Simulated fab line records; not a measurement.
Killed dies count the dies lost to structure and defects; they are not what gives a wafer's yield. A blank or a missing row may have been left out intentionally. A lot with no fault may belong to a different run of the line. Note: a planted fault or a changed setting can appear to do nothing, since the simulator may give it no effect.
Which tool did it? + flow gf180mcu + Sampling: 13 lots, 39 wafers, 4 of 602 route steps

WHAT THE GAUGES READ, wafer by wafer
GF_SALICIDE_RS_MEAS_04: measurement is done with a four-point probe.
| lot  | measured     | on            | SALICIDE_TIN_RS (ohm/sq) |
|------|--------------|---------------|--------------------------|
| L121 | day 15 09:55 | film-metro-03 | 16.21 16.24 16.21        |
| L122 | day 15 15:07 | film-metro-04 | 16.59 16.81 16.78        |
| L123 | day 16 06:01 | film-metro-01 | 16.46 16.53 16.42        |
| L124 | day 16 22:31 | film-metro-01 | 16.01 16.10 16.16        |
| L125 | day 17 07:34 | film-metro-01 | 15.75 16.14 16.54        |
| L127 | day 18 06:40 | film-metro-04 | 16.48 16.92 16.85        |
| L129 | day 18 13:25 | film-metro-03 | 16.08 15.98 16.43        |
| L131 | day 19 01:55 | film-metro-03 | 16.59 16.68 16.68        |
| L130 | day 19 07:10 | film-metro-03 | 16.92 16.93 16.86        |
| L134 | day 20 05:11 | film-metro-04 | 16.60 16.77 16.82        |
| L136 | day 21 12:18 | film-metro-04 | 14.96 15.03 14.96        |
| L137 | day 21 09:51 | film-metro-03 | 14.67 14.83 14.85        |
| L138 | day 21 16:48 | film-metro-04 | 16.58 16.09 16.09        |

GF_CONTACT_OVL_MEAS_15.
| lot  | measured     | on         | CONTACT_OVL (nm) |
|------|--------------|------------|------------------|
| L121 | day 16 09:35 | overlay-02 | 7 -3 -4          |
| L122 | day 16 15:08 | overlay-02 | -2 -4 -6         |
| L123 | day 17 05:54 | overlay-01 | 6 5 0            |
| L124 | day 17 22:41 | overlay-02 | -3 6 1           |
| L125 | day 18 08:29 | overlay-01 | 3 6 5            |
| L127 | day 19 08:08 | overlay-01 | -3 2 -7          |
| L129 | day 19 15:35 | overlay-01 | 1 2 0            |
| L131 | day 20 03:50 | overlay-02 | -10 -4 -9        |
| L130 | day 20 09:04 | overlay-02 | -3 -3 1          |
| L134 | day 21 07:30 | overlay-01 | -1 -3 -8         |
| L136 | day 22 13:34 | overlay-01 | 0 4 7            |
| L137 | day 22 11:59 | overlay-01 | 3 3 -1           |
| L138 | day 22 17:26 | overlay-01 | 2 5 6            |

TOOL THAT RAN EACH LOT (tool first, then ch and the chambers of the sampled wafers, then the start)
| lot  | GF_POLY_GATE_ETCH_13             | GF_SALICIDE_SPUTTER_02       |
|------|----------------------------------|------------------------------|
| L121 | rie-si-02 ch 0,2, day 9 08:47    | pvd-sputter-04, day 15 09:52 |
| L122 | rie-si-02 ch 0,1,3, day 9 14:14  | pvd-sputter-01, day 15 15:04 |
| L123 | rie-si-02 ch 1,3, day 10 01:47   | pvd-sputter-04, day 16 05:56 |
| L124 | rie-si-01 ch 0,1,3, day 10 15:40 | pvd-sputter-04, day 16 22:27 |
| L125 | rie-si-02 ch 0,2,3, day 10 22:14 | pvd-sputter-03, day 17 07:31 |
| L127 | rie-si-02 ch 0,1,2, day 11 15:53 | pvd-sputter-01, day 18 06:37 |
| L129 | rie-si-01 ch 0,2,3, day 11 23:08 | pvd-sputter-03, day 18 13:22 |
| L131 | rie-si-02 ch 2,3, day 12 10:31   | pvd-sputter-03, day 19 01:49 |
| L130 | rie-si-01 ch 1,2,3, day 12 11:59 | pvd-sputter-04, day 19 07:07 |
| L134 | rie-si-01 ch 0,2, day 13 05:52   | pvd-sputter-01, day 20 05:07 |
| L136 | rie-si-01 ch 0,2,3, day 14 01:24 | pvd-sputter-01, day 21 12:14 |
| L137 | rie-si-01 ch 1,2, day 14 05:41   | pvd-sputter-01, day 21 09:47 |
| L138 | rie-si-01 ch 0,2,3, day 14 11:47 | pvd-sputter-04, day 21 16:44 |
- GF_POLY_GATE_ETCH_13: etches poly-Si in HBr/Cl2, stops on SiO2, target depth 198.5 nm, time 69.6 s.
- GF_SALICIDE_SPUTTER_02: material Co, target thk 10 nm, time 20 s.

AS READ BY THE TOOLS THEMSELVES (means over the sampled wafers that have a number; for cases with no such wafer, the mark the record gives instead)
GF_POLY_GATE_ETCH_13.
| lot  | tool      | drypump-motor-current-A (A) | oes-product-au (a.u.) | throttle-valve-pct (%) |
|------|-----------|-----------------------------|-----------------------|------------------------|
| L121 | rie-si-02 | 5.7                         | 0.993                 | 33.686                 |
| L122 | rie-si-02 | 5.5                         | 0.999                 | 33.679                 |
| L123 | rie-si-02 | 5.4                         | 0.996                 | 33.687                 |
| L124 | rie-si-01 | 6.2                         | 0.997                 | 33.683                 |
| L125 | rie-si-02 | 5.9                         | 0.990                 | 33.689                 |
| L127 | rie-si-02 | 5.7                         | 0.986                 | 33.685                 |
| L129 | rie-si-01 | 6.0                         | 0.983                 | 33.688                 |
| L131 | rie-si-02 | 6.1                         | 0.994                 | 33.681                 |
| L130 | rie-si-01 | 6.1                         | 0.993                 | 33.685                 |
| L134 | rie-si-01 | 5.8                         | 0.988                 | 33.687                 |
| L136 | rie-si-01 | 6.0                         | 0.986                 | 33.688                 |
| L137 | rie-si-01 | 5.7                         | 0.994                 | 33.682                 |
| L138 | rie-si-01 | 6.0                         | 0.990                 | 33.680                 |

GF_SALICIDE_SPUTTER_02.
| lot  | tool           | throttle-valve-pct (%) |
|------|----------------|------------------------|
| L121 | pvd-sputter-04 | 29.9                   |
| L122 | pvd-sputter-01 | 30.0                   |
| L123 | pvd-sputter-04 | 29.8                   |
| L124 | pvd-sputter-04 | 29.7                   |
| L125 | pvd-sputter-03 | 30.2                   |
| L127 | pvd-sputter-01 | 29.1                   |
| L129 | pvd-sputter-03 | 30.5                   |
| L131 | pvd-sputter-03 | 29.4                   |
| L130 | pvd-sputter-04 | 29.8                   |
| L134 | pvd-sputter-01 | 31.3                   |
| L136 | pvd-sputter-01 | 29.9                   |
| L137 | pvd-sputter-01 | 30.1                   |
| L138 | pvd-sputter-04 | 30.2                   |

THE ANSWER, worked out from the rows above alone
Rule: the lots themselves supply what counts as usual. The widest of any qualifying gaps counts: lots, ordered by their means at a reading, are off when they make up no more than a third of the lots, leave a main group of 4 or more, and stand apart from it by 3 or more times the standard deviation of that group's means. A main group whose means are all the same, to the digits that the tables above print for the reading, isn't used. Also off: a lot with no number at a reading for which 4 or more lots have one. The other lots that the step has rows for count as sound. First the gauges in route order, then the tools' own readings, where a lot's mean is used as printed above. The first step at which some lot is off is used, and at that step the reading that is off furthest; a lot without a number counts as furthest.
Off: at GF_SALICIDE_RS_MEAS_04 (SALICIDE_TIN_RS), L136, L137. Main group: mean 16.46 ohm/sq, sd 0.28.
If a tool, at a process step before that reading, ran all the lots that are off and no sound lot after the first of them, it fits. The gauges at GF_SALICIDE_RS_MEAS_04 are tried like those tools. One candidate fits, namely pvd-sputter-01 at GF_SALICIDE_SPUTTER_02. Its last sound lot is L134 (day 20 05:07), its first lot that is off L137 (day 21 09:47): a fault that began between those two fits.

WHAT THE SIMULATOR PUT IN
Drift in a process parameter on pvd-sputter-01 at GF_SALICIDE_SPUTTER_02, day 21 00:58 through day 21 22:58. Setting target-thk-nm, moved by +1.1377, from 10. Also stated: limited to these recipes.
Lots struck among those shown: L137, L136. Same finding as the rule above.
